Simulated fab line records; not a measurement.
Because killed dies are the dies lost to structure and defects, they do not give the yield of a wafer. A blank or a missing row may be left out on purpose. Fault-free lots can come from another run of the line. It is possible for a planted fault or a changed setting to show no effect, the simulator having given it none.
fab line records	flow sky130
record: lots: 13	wafers: 39	last-day: 51
route steps=708 shown SONOS_ONO@169 POLY_GATE@223 LDD_P@266 PAD_OPEN@708
lots untouched by any fault: they come from a run of this same line in which no faults occurred
start-h: start of the lot's first displayed wafer, in hours after the record's first day	wait-h: how many hours have passed since the lot's step before this one	" as in the row above	L1.1+2: one row covering several wafers at once	- no value, or no start given	* or withheld: withheld	< > ~ a bound
route shown NAME@n: names a module that has steps shown in the file, with the first one's number in the route	usual: mean/standard deviation taken from wafers without a fault	same: alike in all rows	chamber/n: place in a boat	sites: the reading at each site	_std_site: their standard deviation	_edge_site: inner sites' mean taken away from outer sites' mean	radius-mm: for every site, how far away it sits from the centre of the wafer	mask NAME#n: copy n	behind: the most recent tool/chamber to have shaped the wafer	hold: why the lot went on hold/how many hours it stayed there/how the hold came to an end	device: names the non-switching transistor (n, p or np)	end of line: the same wafers' tests at the end of the route	where a step has no rows: the recipe by itself	killed: count of dies lost to structure and defects at first sort (not the wafer's yield)	map: dies across one wafer; x = killed, . = not, _ = none there
set.NAME: the setting the step ran with; set.NAME@STEP: the setting that earlier step ran with	model.NAME: the simulator's own value behind a step, which no gauge read
the route's steps for a sample of lots (tables are steps, rows are wafers)
services: the hour from which a tool's chamber was out of use, counted from the record's first day as start-h (under 0 if before that day), plus the number of hours and why
== steps ==
step: SKY_SONOS_ONO_THK_MEAS_01
recipe: reads: SiO2_of_SONOS_ONO_OXIDATION_00
usual: SONOS_ONO_OXIDATION_THK: 2.60/0.066
lot.wafer	tool	chamber	start-h	wait-h	SONOS_ONO_OXIDATION_THK[nm]
L499.2	film-metro-04	-	271.06	0.0	2.52
L499.4	"	-	"	"	2.46
L499.5	"	-	"	"	2.60
L500.1	film-metro-02	-	284.48	0.0	2.59
L500.2	"	-	"	"	2.60
L500.5	"	-	"	"	2.62
L502.1	film-metro-04	-	295.98	0.0	2.54
L502.2	"	-	"	"	2.54
L502.5	"	-	"	"	2.49
L503.1	film-metro-02	-	301.40	0.0	2.59
L503.2	"	-	"	"	2.56
L503.3	"	-	"	"	2.54
L505.1	film-metro-01	-	322.98	0.0	2.64
L505.2	"	-	"	"	2.61
L505.4	"	-	"	"	2.56
L506.1	film-metro-04	-	325.83	0.0	2.64
L506.4	"	-	"	"	2.66
L506.6	"	-	"	"	2.64
L508.2	film-metro-02	-	338.20	0.0	2.58
L508.4	"	-	"	"	2.56
L508.5	"	-	"	"	2.59
L515.3	film-metro-02	-	398.00	0.0	2.63
L515.5	"	-	"	"	2.65
L515.6	"	-	"	"	2.62
L516.1	film-metro-02	-	403.84	0.0	2.63
L516.5	"	-	"	"	2.56
L516.6	"	-	"	"	2.58
L517.1	film-metro-01	-	414.97	0.0	2.59
L517.2	"	-	"	"	2.58
L517.6	"	-	"	"	2.62
L519.1	film-metro-01	-	431.09	0.0	2.72
L519.3	"	-	"	"	2.62
L519.4	"	-	"	"	2.64
L518.1	film-metro-02	-	433.61	0.0	2.49
L518.2	"	-	"	"	2.55
L518.4	"	-	"	"	2.56
L520.1	film-metro-01	-	450.79	0.0	2.60
L520.5	"	-	"	"	2.57
L520.6	"	-	"	"	2.50
step: SKY_POLY_GATE_SOFTBAKE_09
recipe: temp-c: 100	time-s: 87.27	resist: KrF-thick
usual: heater-power-total-W: 57.92/0.096	plate-temp-C: 100.00/0.12
lot.wafer	tool	chamber	start-h	wait-h	heater-power-total-W	plate-temp-C
L499.2	litho-track-03	0	377	-	57.80	100.19
L499.4	"	0	"	"	57.87	99.90
L499.5	"	0	"	"	57.81	100.10
L500.1	litho-track-03	0	389	-	57.82	100.06
L500.2	"	0	"	"	57.96	100.00
L500.5	"	0	"	"	57.93	100.02
L502.1	litho-track-02	0	411	-	57.91	100.08
L502.2	"	0	"	"	58.00	99.96
L502.5	"	0	"	"	57.98	99.94
L503.1	litho-track-04	0	411	-	57.98	99.69
L503.2	"	0	"	"	57.80	99.69
L503.3	"	0	"	"	57.73	99.85
L505.1	litho-track-03	0	436	-	52.37	93.03
L505.2	"	0	"	"	52.26	93.06
L505.4	"	0	"	"	52.20	92.88
L506.1	litho-track-04	0	438	-	57.87	100.08
L506.4	"	0	439	-	57.89	99.75
L506.6	"	0	"	"	57.89	100.03
L508.2	litho-track-03	0	453	-	52.27	92.75
L508.4	"	0	"	"	52.26	92.94
L508.5	"	0	"	"	52.34	92.86
L515.3	litho-track-03	0	516	-	58.09	99.91
L515.5	"	0	"	"	58.09	100.15
L515.6	"	0	"	"	58.03	100.06
L516.1	litho-track-02	0	525	-	57.82	99.99
L516.5	"	0	"	"	58.02	99.96
L516.6	"	0	"	"	57.86	100.04
L517.1	litho-track-02	0	534	-	57.86	99.88
L517.2	"	0	"	"	57.86	99.99
L517.6	"	0	"	"	57.89	99.78
L519.1	litho-track-03	0	548	-	58.02	99.80
L519.3	"	0	"	"	57.88	99.87
L519.4	"	0	"	"	57.88	99.88
L518.1	litho-track-03	0	551	-	57.99	100.09
L518.2	"	0	"	"	57.89	100.09
L518.4	"	0	552	-	57.99	99.94
L520.1	litho-track-02	0	568	-	57.80	100.08
L520.5	"	0	569	-	57.85	100.06
L520.6	"	0	"	"	57.76	100.11
step: SKY_POLY_GATE_ETCH_15
recipe: chemistry: N2/H2	target: BARC	ion-energy-ev: 200	source-w: 500	bias-w: 100	pressure-mtorr: 30	n2-flow-sccm: 100	h2-flow-sccm: 200	stop-on: SiO2	time-s: 118.5	target-depth-a: 1100
usual: drypump-motor-current-A: 5.7/0.37	oes-product-au: 0.715/0.0043	throttle-valve-pct: 13.212/0.0097
lot.wafer	tool	chamber	start-h	wait-h	drypump-motor-current-A	oes-product-au	rf-hours-counter-h	throttle-valve-pct
L499.2	rie-diel-01	1	391.71	0.0	5.5	0.719	13	13.218
L499.4	"	0	"	"	5.7	0.712	28	13.219
L499.5	"	1	"	"	5.5	0.717	-	13.225
L500.1	rie-diel-02	3	404.96	0.0	5.3	0.711	4	13.229
L500.2	"	2	"	"	6.1	0.722	88	13.204
L500.5	"	0	"	"	6.3	0.717	-	13.222
L502.1	rie-diel-01	0	426.81	0.0	5.7	0.713	29	13.208
L502.2	"	3	"	"	5.5	0.713	6	13.210
L502.5	"	3	"	"	5.5	0.717	-	13.207
L503.1	rie-diel-02	0	427.06	0.0	6.3	0.714	16	13.199
L503.2	"	1	"	"	5.7	0.722	33	13.207
L503.3	"	3	"	"	5.3	0.720	5	13.218
L505.1	rie-diel-03	1	451.56	0.0	5.8	0.713	0	13.214
L505.2	"	0	"	"	6.1	0.721	3	13.211
L505.4	"	2	"	"	6.3	0.713	-	13.212
L506.1	rie-diel-03	0	454.46	0.0	6.1	0.713	3	13.221
L506.4	"	1	"	"	5.8	0.712	-	13.221
L506.6	"	2	"	"	6.3	0.705	-	13.202
L508.2	rie-diel-01	2	469.41	0.0	5.4	0.719	89	13.213
L508.4	"	0	"	"	5.7	0.715	30	13.206
L508.5	"	1	"	"	5.5	0.711	-	13.196
L515.3	rie-diel-02	3	532.31	0.0	5.3	0.714	7	13.197
L515.5	"	1	"	"	5.7	0.711	-	13.217
L515.6	"	2	"	"	6.1	0.718	-	13.203
L516.1	rie-diel-03	0	540.96	0.0	6.1	0.713	5	13.214
L516.5	"	2	"	"	6.3	0.716	-	13.213
L516.6	"	1	"	"	5.8	0.717	-	13.185
L517.1	rie-diel-03	3	549.16	0.0	5.0	0.712	3	13.220
L517.2	"	0	"	"	6.1	0.713	5	13.210
L517.6	"	3	"	"	5.0	0.714	-	13.224
L519.1	rie-diel-01	0	564.05	0.0	5.7	0.714	32	13.207
L519.3	"	1	"	"	5.5	0.717	17	13.227
L519.4	"	3	"	"	5.5	0.712	9	13.202
L518.1	rie-diel-01	0	567.46	0.0	5.7	0.718	32	13.204
L518.2	"	1	"	"	5.5	0.717	17	13.219
L518.4	"	3	"	"	5.5	0.718	9	13.203
L520.1	rie-diel-03	2	583.56	0.0	6.3	0.721	2	13.210
L520.5	"	2	"	"	6.3	0.713	-	13.223
L520.6	"	1	"	"	5.8	0.716	-	13.221
step: SKY_LDD_P_TW_MEAS_11
usual: LDD_P_TW: 637/3.8
lot.wafer	tool	chamber	start-h	wait-h	LDD_P_TW
L499.2	film-metro-02	-	455.21	0.1	635
L499.4	"	-	"	"	637
L499.5	"	-	"	"	638
L500.1	film-metro-02	-	471.55	0.1	633
L500.2	"	-	"	"	633
L500.5	"	-	"	"	632
L502.1	film-metro-03	-	492.16	0.1	639
L502.2	"	-	"	"	645
L502.5	"	-	"	"	642
L503.1	film-metro-02	-	492.41	0.1	632
L503.2	"	-	"	"	633
L503.3	"	-	"	"	630
L505.1	film-metro-03	-	518.46	0.1	640
L505.2	"	-	"	"	639
L505.4	"	-	"	"	637
L506.1	film-metro-01	-	520.31	0.1	635
L506.4	"	-	"	"	638
L506.6	"	-	"	"	637
L508.2	film-metro-01	-	535.22	0.1	634
L508.4	"	-	"	"	634
L508.5	"	-	"	"	637
L515.3	film-metro-03	-	597.48	0.1	638
L515.5	"	-	"	"	644
L515.6	"	-	"	"	640
L516.1	film-metro-02	-	605.67	0.1	633
L516.5	"	-	"	"	633
L516.6	"	-	"	"	636
L517.1	film-metro-01	-	613.36	0.1	638
L517.2	"	-	"	"	636
L517.6	"	-	"	"	640
L519.1	film-metro-03	-	626.25	0.1	645
L519.3	"	-	"	"	648
L519.4	"	-	"	"	644
L518.1	film-metro-01	-	630.66	0.1	641
L518.2	"	-	"	"	640
L518.4	"	-	"	"	641
L520.1	film-metro-02	-	645.25	0.1	632
L520.5	"	-	"	"	633
L520.6	"	-	"	"	633
step: SKY_PAD_OPEN_PROBE_99
usual: killed_at_M0_to_M3: 43/6.6	killed_at_M4_up: 3.4/1.8	killed-at-contacts: 24/5.7	killed-at-front-end: 15/4.2	killed-at-other: 0.3/0.58	killed-dies: 86/8	killed-open: 46/7.2	killed-short: 39/5.8
same: gross-dies: 492	killed-at-back-side: 0
lot.wafer	tool	chamber	start-h	wait-h	killed_at_M0_to_M3	killed_at_M4_up	killed-at-contacts	killed-at-front-end	killed-at-other	killed-dies	killed-open	killed-short
L500.1	prober-02	-	1105.72	0.1	44	2	19	20	0	85	44	41
L500.2	prober-02	-	1105.77	0.1	42	0	24	16	0	82	47	35
L500.5	prober-02	-	1105.92	0.2	37	2	25	19	0	83	46	37
L503.1	prober-02	-	1122.28	0.1	28	4	27	23	0	82	37	45
L503.2	prober-02	-	1122.33	0.1	50	0	18	21	0	89	48	41
L503.3	prober-02	-	1122.38	0.2	46	4	17	25	0	92	53	37
L505.2	prober-01	-	1141.61	0.1	47	1	18	16	0	82	42	40
L506.1	prober-02	-	1142.05	0.1	39	3	27	19	2	90	55	33
L506.4	prober-02	-	1142.20	0.2	37	0	31	10	0	78	42	36
L506.6	prober-02	-	1142.30	0.2	35	3	27	22	1	88	53	35
L515.3	prober-01	-	1185.98	0.2	32	3	16	22	1	74	31	42
L515.5	prober-01	-	1186.08	0.2	42	5	21	14	1	83	49	33
L515.6	prober-01	-	1186.13	0.2	37	1	21	20	2	81	42	38
L516.1	prober-01	-	1192.03	0.1	43	5	31	10	1	90	45	45
L516.5	prober-01	-	1192.23	0.2	49	7	16	13	0	85	45	40
L516.6	prober-01	-	1192.28	0.2	33	3	22	17	0	75	39	36
killed by level:class
L500.1 VIA1:geometric-particle:open=9 METAL2:geometric-particle:short=7 VIA2:geometric-particle:open=7 POLY_GATE:geometric-particle:open=6 LOCAL_INTERCONNECT:geometric-particle:short=6 POLY_GATE:geometric-particle:short=5 CONTACT:geometric-particle:short=5 CONTACT:geometric-particle:open=5
L500.2 VIA1:geometric-particle:open=11 METAL2:geometric-particle:short=8 VIA2:geometric-particle:open=8 FIELD_ISO:geometric-particle:open=7 LI_CONTACT:geometric-particle:short=6 LI_CONTACT:geometric-particle:open=5 CONTACT:geometric-particle:open=5 VIA1:geometric-particle:short=4
L500.5 VIA1:geometric-particle:open=10 CONTACT:geometric-particle:open=10 FIELD_ISO:geometric-particle:short=9 LI_CONTACT:geometric-particle:open=7 METAL2:geometric-particle:short=7 METAL1:geometric-particle:short=6 POLY_GATE:geometric-particle:open=4 VIA2:geometric-particle:open=4
L503.1 METAL2:geometric-particle:short=8 CONTACT:geometric-particle:open=8 FIELD_ISO:geometric-particle:short=7 POLY_GATE:geometric-particle:short=6 LI_CONTACT:geometric-particle:open=6 VIA2:geometric-particle:open=6 LOCAL_INTERCONNECT:geometric-particle:short=5 VIA1:geometric-particle:open=5
L503.2 VIA1:geometric-particle:open=8 VIA3:geometric-particle:open=8 METAL2:geometric-particle:short=7 FIELD_ISO:geometric-particle:short=6 POLY_GATE:geometric-particle:open=6 CONTACT:geometric-particle:open=6 LI_CONTACT:geometric-particle:open=5 METAL1:geometric-particle:short=5
L503.3 CONTACT:geometric-particle:open=9 VIA3:geometric-particle:open=8 VIA1:geometric-particle:open=8 FIELD_ISO:geometric-particle:open=7 POLY_GATE:geometric-particle:short=7 METAL2:geometric-particle:short=6 VIA1:geometric-particle:short=6 VIA2:geometric-particle:open=6
L505.2 VIA1:geometric-particle:open=9 VIA2:geometric-particle:open=8 CONTACT:geometric-particle:open=6 VIA1:geometric-particle:short=6 VIA2:geometric-particle:short=6 POLY_GATE:geometric-particle:open=5 METAL2:geometric-particle:short=5 FIELD_ISO:geometric-particle:open=4
L506.1 VIA2:geometric-particle:open=11 LI_CONTACT:geometric-particle:open=9 VIA1:geometric-particle:open=8 VIA3:geometric-particle:open=8 CONTACT:geometric-particle:open=7 FIELD_ISO:geometric-particle:short=4 LOCAL_INTERCONNECT:geometric-particle:short=4 CONTACT:geometric-particle:short=4
L506.4 VIA1:geometric-particle:open=10 LI_CONTACT:geometric-particle:open=10 CONTACT:geometric-particle:short=8 CONTACT:geometric-particle:open=7 VIA1:geometric-particle:short=6 METAL3:geometric-particle:short=5 VIA3:geometric-particle:open=4 FIELD_ISO:geometric-particle:open=3
L506.6 CONTACT:geometric-particle:open=14 VIA1:geometric-particle:open=9 FIELD_ISO:geometric-particle:short=7 LI_CONTACT:geometric-particle:open=7 VIA3:geometric-particle:open=5 POLY_GATE:geometric-particle:open=4 CONTACT:geometric-particle:short=4 VIA2:geometric-particle:short=4
L515.3 POLY_GATE:geometric-particle:short=7 FIELD_ISO:geometric-particle:short=6 VIA2:geometric-particle:short=6 VIA3:geometric-particle:open=6 VIA2:geometric-particle:open=4 LOCAL_INTERCONNECT:geometric-particle:short=4 CONTACT:geometric-particle:open=4 VIA1:geometric-particle:open=4
L515.5 CONTACT:geometric-particle:open=9 VIA3:geometric-particle:open=8 VIA1:geometric-particle:open=8 VIA1:geometric-particle:short=6 METAL1:geometric-particle:short=6 VIA2:geometric-particle:open=6 LI_CONTACT:geometric-particle:open=5 POLY_GATE:geometric-particle:short=4
L515.6 LI_CONTACT:geometric-particle:open=7 VIA1:geometric-particle:open=7 CONTACT:geometric-particle:open=6 FIELD_ISO:geometric-particle:open=5 FIELD_ISO:geometric-particle:short=5 VIA3:geometric-particle:open=5 METAL3:geometric-particle:short=5 VIA3:geometric-particle:short=5
L516.1 LI_CONTACT:geometric-particle:open=10 VIA1:geometric-particle:open=10 FIELD_ISO:geometric-particle:short=7 METAL2:geometric-particle:short=7 VIA3:geometric-particle:open=7 CONTACT:geometric-particle:short=6 CONTACT:geometric-particle:open=6 METAL1:geometric-particle:short=5
L516.5 VIA1:geometric-particle:open=15 VIA3:geometric-particle:open=8 POLY_GATE:geometric-particle:short=5 LI_CONTACT:geometric-particle:open=4 METAL4:geometric-particle:short=4 METAL1:geometric-particle:short=4 CONTACT:geometric-particle:open=4 VIA1:geometric-particle:short=4
L516.6 LI_CONTACT:geometric-particle:open=9 CONTACT:geometric-particle:open=8 FIELD_ISO:geometric-particle:short=6 VIA3:geometric-particle:open=6 VIA1:geometric-particle:short=5 VIA1:geometric-particle:open=5 VIA2:geometric-particle:open=4 SPACER:geometric-particle:short=4
== services ==
tool	chamber	start-h	hours	kind
litho-track-02	-	366.11	-	consumable-replace:filter
rie-diel-03	2	376.11	6.8	repair
rie-diel-03	1	410.29	-	clean
rie-diel-03	1	410.29	15.7	scheduled-down
rie-diel-03	1	410.29	15.7	vent-cycle
rie-diel-03	2	424.12	10.8	repair
rie-diel-03	-	426.59	14.6	pm
rie-diel-03	0	446.09	1.9	repair
rie-diel-03	3	451.54	2.9	repair
rie-diel-03	2	454.64	-	clean
rie-diel-03	2	454.64	15.7	scheduled-down
rie-diel-03	2	454.64	15.7	vent-cycle
rie-diel-02	-	477.62	0.3	repair
rie-diel-02	2	506.08	-	clean
rie-diel-02	2	506.08	19.7	scheduled-down
rie-diel-02	2	506.08	19.7	vent-cycle
rie-diel-01	2	516.22	-	clean
rie-diel-01	2	516.22	10.2	scheduled-down
rie-diel-01	2	516.22	10.2	vent-cycle
rie-diel-03	-	517.57	0.2	repair
rie-diel-02	3	538.49	3.9	repair
== key ==
first-sign: step: SKY_POLY_GATE_SOFTBAKE_09	reading: plate-temp-C	direction: down	sigmas: 61	usual: *	struck: *
effect: step: SKY_POLY_GATE_SOFTBAKE_09	reading: heater-power-total-W	direction: down	sigmas: 59	usual: *	struck: *
met-at SKY_POLY_GATE_SOFTBAKE_09
struck-lots L505,L508
tester-left-out L505,L508
not-acting-at SKY_SONOS_ONO_THK_MEAS_01,SKY_POLY_GATE_ETCH_15,SKY_LDD_P_TW_MEAS_11
onset-between 389 436
fault: kind: process-parameter-drift	tool: litho-track-03	chamber: -	onset-h: 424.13	steps: SKY_POLY_GATE_SOFTBAKE_09	channel: temp-c	offset: *	shape: step	end-h: 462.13	acts-in: *	stated: *
tester-left-out: of these lots the tester's yield and bins aren't shown, on N5 and GAA mostly nor the transistor test; their killed dies are dies lost to structure and defects alone, not to doping, threshold or leakage, so they don't give the yield
